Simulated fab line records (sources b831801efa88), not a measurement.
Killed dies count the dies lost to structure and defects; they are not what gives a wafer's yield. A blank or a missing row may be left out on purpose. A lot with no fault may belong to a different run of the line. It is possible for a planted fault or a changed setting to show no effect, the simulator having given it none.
The tool behind it: which one? || flow sky130 || 12 lots with 36 wafers sampled at 5 steps, on a route of 708 steps

WHAT THE GAUGES SHOWED, per wafer
SKY_NWELL_TW_MEAS_15.
{"lot": "L858", "measured": "day 4 18:50", "on": "film metro-04", "NWELL_TW": "1831 1817 1829"}
{"lot": "L859", "measured": "day 5 00:48", "on": "film metro-04", "NWELL_TW": "1817 1827 1826"}
{"lot": "L861", "measured": "day 5 13:59", "on": "film metro-01", "NWELL_TW": "1804 1802 1802"}
{"lot": "L862", "measured": "day 5 14:19", "on": "film metro-02", "NWELL_TW": "1801 1790 1794"}
{"lot": "L863", "measured": "day 5 20:29", "on": "film metro-01", "NWELL_TW": "1809 1807 1803"}
{"lot": "L864", "measured": "day 6 00:32", "on": "film metro-04", "NWELL_TW": "1843 1828 1829"}
{"lot": "L866", "measured": "day 6 12:54", "on": "film metro-02", "NWELL_TW": "1795 1798 1787"}
{"lot": "L869", "measured": "day 7 07:27", "on": "film metro-01", "NWELL_TW": "1795 1798 1795"}
{"lot": "L876", "measured": "day 9 08:02", "on": "film metro-01", "NWELL_TW": "1799 1796 1803"}
{"lot": "L878", "measured": "day 9 14:48", "on": "film metro-01", "NWELL_TW": "1791 1805 1795"}
{"lot": "L880", "measured": "day 9 22:05", "on": "film metro-02", "NWELL_TW": "1810 1808 1809"}
{"lot": "L881", "measured": "day 10 05:11", "on": "film metro-02", "NWELL_TW": "1814 1810 1813"}

SKY_NWELL_OVL_MEAS_23.
{"lot": "L858", "measured": "day 5 12:24", "on": "overlay-01", "NWELL_01_OVL (nm)": "-0.3 -1.0 -0.8"}
{"lot": "L859", "measured": "day 5 19:06", "on": "overlay-01", "NWELL_01_OVL (nm)": "0.1 1.6 -0.9"}
{"lot": "L861", "measured": "day 6 08:00", "on": "overlay-02", "NWELL_01_OVL (nm)": "-3.5 -2.4 -2.0"}
{"lot": "L862", "measured": "day 6 08:31", "on": "overlay-01", "NWELL_01_OVL (nm)": "1.3 0.0 1.5"}
{"lot": "L863", "measured": "day 6 16:03", "on": "overlay-01", "NWELL_01_OVL (nm)": "0.8 0.7 0.4"}
{"lot": "L864", "measured": "day 6 19:15", "on": "overlay-01", "NWELL_01_OVL (nm)": "0.6 1.3 2.0"}
{"lot": "L866", "measured": "day 7 07:28", "on": "overlay-01", "NWELL_01_OVL (nm)": "-1.3 -2.1 -0.5"}
{"lot": "L869", "measured": "day 8 03:34", "on": "overlay-02", "NWELL_01_OVL (nm)": "-3.2 -2.4 -2.8"}
{"lot": "L876", "measured": "day 10 06:46", "on": "overlay-02", "NWELL_01_OVL (nm)": "-2.2 -1.6 -1.6"}
{"lot": "L878", "measured": "day 10 13:30", "on": "overlay-01", "NWELL_01_OVL (nm)": "-0.9 0.5 0.9"}
{"lot": "L880", "measured": "day 10 20:51", "on": "overlay-02", "NWELL_01_OVL (nm)": "0.9 0.8 1.0"}
{"lot": "L881", "measured": "day 11 04:21", "on": "overlay-01", "NWELL_01_OVL (nm)": "0.2 1.6 0.5"}

SKY_VT_ADJUST_NCORE_CD_MEAS_07 targets a cd of 380 nm.
{"lot": "L858", "measured": "day 8 20:52", "on": "cd sem-01", "cd nm (nm)": "379.9 378.9 378.8"}
{"lot": "L859", "measured": "day 9 04:01", "on": "cd sem-02", "cd nm (nm)": "380.1 379.6 381.3"}
{"lot": "L861", "measured": "day 9 20:13", "on": "cd sem-01", "cd nm (nm)": "378.9 380.7 381.6"}
{"lot": "L862", "measured": "day 9 20:55", "on": "cd sem-02", "cd nm (nm)": "379.3 381.0 379.3"}
{"lot": "L863", "measured": "day 10 06:24", "on": "cd sem-01", "cd nm (nm)": "381.9 380.9 382.6"}
{"lot": "L864", "measured": "day 10 09:16", "on": "cd sem-01", "cd nm (nm)": "383.7 383.9 382.4"}
{"lot": "L866", "measured": "day 10 21:59", "on": "cd sem-01", "cd nm (nm)": "389.3 387.4 379.9"}
{"lot": "L869", "measured": "day 11 23:23", "on": "cd sem-01", "cd nm (nm)": "387.5 388.2 379.1"}
{"lot": "L876", "measured": "day 14 09:55", "on": "cd sem-01", "cd nm (nm)": "377.9 375.8 376.1"}
{"lot": "L878", "measured": "day 14 17:14", "on": "cd sem-01", "cd nm (nm)": "379.9 378.5 379.3"}
{"lot": "L880", "measured": "day 15 01:59", "on": "cd sem-02", "cd nm (nm)": "376.4 374.4 378.3"}
{"lot": "L881", "measured": "day 15 10:30", "on": "cd sem-02", "cd nm (nm)": "380.7 382.1 381.0"}

EACH LOT AND THE TOOL THAT RAN IT (in order: tool; ch and the chambers of the sampled wafers; start)
{"lot": "L858", "SKY_NWELL_RTA_28": "rtp anneal-01 ch 0, day 5 12:47", "SKY_VT_ADJUST_NCORE_COAT_02": "litho track-03 ch 0, day 8 10:21"}
{"lot": "L859", "SKY_NWELL_RTA_28": "rtp anneal-01 ch 0, day 5 19:31", "SKY_VT_ADJUST_NCORE_COAT_02": "litho track-01 ch 0, day 8 17:05"}
{"lot": "L861", "SKY_NWELL_RTA_28": "rtp anneal-02 ch 0, day 6 08:24", "SKY_VT_ADJUST_NCORE_COAT_02": "litho track-01 ch 0, day 9 09:07"}
{"lot": "L862", "SKY_NWELL_RTA_28": "rtp anneal-01 ch 0, day 6 08:58", "SKY_VT_ADJUST_NCORE_COAT_02": "litho track-01 ch 0, day 9 10:05"}
{"lot": "L863", "SKY_NWELL_RTA_28": "rtp anneal-01 ch 0, day 6 16:29", "SKY_VT_ADJUST_NCORE_COAT_02": "litho track-03 ch 0, day 9 18:06"}
{"lot": "L864", "SKY_NWELL_RTA_28": "rtp anneal-02 ch 0, day 6 19:39", "SKY_VT_ADJUST_NCORE_COAT_02": "litho track-03 ch 0, day 9 21:48"}
{"lot": "L866", "SKY_NWELL_RTA_28": "rtp anneal-02 ch 0, day 7 07:52", "SKY_VT_ADJUST_NCORE_COAT_02": "litho track-03 ch 0, day 10 10:55"}
{"lot": "L869", "SKY_NWELL_RTA_28": "rtp anneal-02 ch 0, day 8 03:59", "SKY_VT_ADJUST_NCORE_COAT_02": "litho track-03 ch 0, day 11 11:13"}
{"lot": "L876", "SKY_NWELL_RTA_28": "rtp anneal-01 ch 0, day 10 07:09", "SKY_VT_ADJUST_NCORE_COAT_02": "litho track-03 ch 0, day 13 20:27"}
{"lot": "L878", "SKY_NWELL_RTA_28": "rtp anneal-01 ch 0, day 10 13:55", "SKY_VT_ADJUST_NCORE_COAT_02": "litho track-01 ch 0, day 14 03:17"}
{"lot": "L880", "SKY_NWELL_RTA_28": "rtp anneal-01 ch 0, day 10 21:16", "SKY_VT_ADJUST_NCORE_COAT_02": "litho track-01 ch 0, day 14 12:23"}
{"lot": "L881", "SKY_NWELL_RTA_28": "rtp anneal-02 ch 0, day 11 04:45", "SKY_VT_ADJUST_NCORE_COAT_02": "litho track-03 ch 0, day 14 21:00"}
- SKY_NWELL_RTA_28: time 30 s.
- SKY_VT_ADJUST_NCORE_COAT_02: resist thk 1140 nm.

WHAT THE TOOLS THEMSELVES READ (means of the sampled wafers that have a number; where no wafer has one, the mark that the record gives instead)
SKY_NWELL_RTA_28.
{"lot": "L858", "tool": "rtp anneal-01", "lamp power pct (%)": 25.27, "wafer_temp_C_max": 1054.5}
{"lot": "L859", "tool": "rtp anneal-01", "lamp power pct (%)": 25.32, "wafer_temp_C_max": 1054.4}
{"lot": "L861", "tool": "rtp anneal-02", "lamp power pct (%)": 25.30, "wafer_temp_C_max": 1055.8}
{"lot": "L862", "tool": "rtp anneal-01", "lamp power pct (%)": 25.24, "wafer_temp_C_max": 1055.4}
{"lot": "L863", "tool": "rtp anneal-01", "lamp power pct (%)": 25.30, "wafer_temp_C_max": 1054.4}
{"lot": "L864", "tool": "rtp anneal-02", "lamp power pct (%)": 25.27, "wafer_temp_C_max": 1054.8}
{"lot": "L866", "tool": "rtp anneal-02", "lamp power pct (%)": 25.33, "wafer_temp_C_max": 1055.0}
{"lot": "L869", "tool": "rtp anneal-02", "lamp power pct (%)": 25.27, "wafer_temp_C_max": 1054.8}
{"lot": "L876", "tool": "rtp anneal-01", "lamp power pct (%)": 25.28, "wafer_temp_C_max": 1054.9}
{"lot": "L878", "tool": "rtp anneal-01", "lamp power pct (%)": 25.37, "wafer_temp_C_max": 1055.2}
{"lot": "L880", "tool": "rtp anneal-01", "lamp power pct (%)": 25.35, "wafer_temp_C_max": 1055.0}
{"lot": "L881", "tool": "rtp anneal-02", "lamp power pct (%)": 25.25, "wafer_temp_C_max": 1054.8}

THE ANSWER, worked out from the rows above alone
Rule: the lots themselves supply what counts as usual. The widest of any qualifying gaps counts: lots, ordered by their means at a reading, are off when they make up no more than a third of the lots, leave a main group of 4 or more, and stand apart from it by 3 or more times the standard deviation of that group's means. If all means in a main group match to the digits the tables above print for the reading, that group is not used. Also off: a lot with no number at a reading for which 4 or more lots have one. Where the step has rows for the other lots, those lots are counted as sound. Order of review: gauges by route order, followed by the tools' own readings, for which a lot's mean as printed above is used. The first step at which some lot is off is used, and at that step the reading that is off furthest; a lot without a number counts as furthest.
Nothing can be told from this: no lot is off at any reading shown.

WHAT THE SIMULATOR HAD PUT IN
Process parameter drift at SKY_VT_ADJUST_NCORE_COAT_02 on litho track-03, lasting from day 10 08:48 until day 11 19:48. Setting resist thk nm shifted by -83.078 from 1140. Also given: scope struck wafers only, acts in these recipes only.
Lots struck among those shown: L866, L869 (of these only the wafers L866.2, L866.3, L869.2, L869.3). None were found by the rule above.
